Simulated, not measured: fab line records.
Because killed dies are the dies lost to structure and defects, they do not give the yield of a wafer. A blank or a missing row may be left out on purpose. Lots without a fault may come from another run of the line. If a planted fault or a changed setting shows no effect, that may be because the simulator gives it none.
Which tool was responsible? | flow sky130 | 13 lots (39 wafers sampled), 1 step of a 708-step route

## WHAT THE GAUGES READ, wafer by wafer
SKY_FIELD_ISO_THK_MEAS_04.
lot  | measured    | on            | FIELD_ISO_CVD_03_THK (nm)
L845 | day 1 13:29 | film-metro-01 | 166.2 165.9 165.1
L846 | day 1 19:58 | film-metro-01 | 165.4 164.3 165.9
L847 | day 1 23:29 | film-metro-01 | 164.9 164.7 163.4
L848 | day 2 06:53 | film-metro-03 | 164.0 164.2 166.0
L850 | day 2 16:06 | film-metro-01 | 166.2 164.0 163.9
L852 | day 3 06:37 | film-metro-02 | 164.2 165.2 163.0
L853 | day 3 06:38 | film-metro-03 | 163.5 163.4 164.1
L854 | day 3 10:50 | film-metro-03 | 164.0 166.1 165.1
L861 | day 4 21:29 | film-metro-03 | 162.7 162.6 162.8
L862 | day 5 04:23 | film-metro-02 | 165.4 165.3 165.2
L865 | day 5 19:28 | film-metro-03 | 165.2 165.6 165.7
L866 | day 5 23:17 | film-metro-01 | 162.8 160.8 163.4
L867 | day 6 03:30 | film-metro-01 | 163.0 162.8 163.2

## WHAT TOOL EACH LOT RAN ON (gives the tool, then ch and the chambers of the sampled wafers, and finally the start)
Before these readings, the record contains no process step.

## AS READ BY THE TOOLS THEMSELVES (means over the sampled wafers that have a number; for cases with no such wafer, the mark the record gives instead)
The record holds no such reading with a usual standard deviation.

## THE ANSWER, worked out from the rows above alone
Rule: the usual values come from the lots themselves. The widest of any qualifying gaps counts: lots, ordered by their means at a reading, are off when they make up no more than a third of the lots, leave a main group of 4 or more, and stand apart from it by 3 or more times the standard deviation of that group's means. If all means in a main group match to the digits the tables above print for the reading, that group is not used. Also off: a lot with no number at a reading for which 4 or more lots have one. Where the step has rows for the other lots, those lots are counted as sound. The gauges are gone through in route order, then the tools' own readings, and for those a lot's mean is taken as printed above. At the first step where some lot is off, the reading lying furthest off is the one used; lots without a number count as furthest.
None of the lots is off at any reading shown; this tells nothing.

## WHAT HAD BEEN PUT IN BY THE SIMULATOR
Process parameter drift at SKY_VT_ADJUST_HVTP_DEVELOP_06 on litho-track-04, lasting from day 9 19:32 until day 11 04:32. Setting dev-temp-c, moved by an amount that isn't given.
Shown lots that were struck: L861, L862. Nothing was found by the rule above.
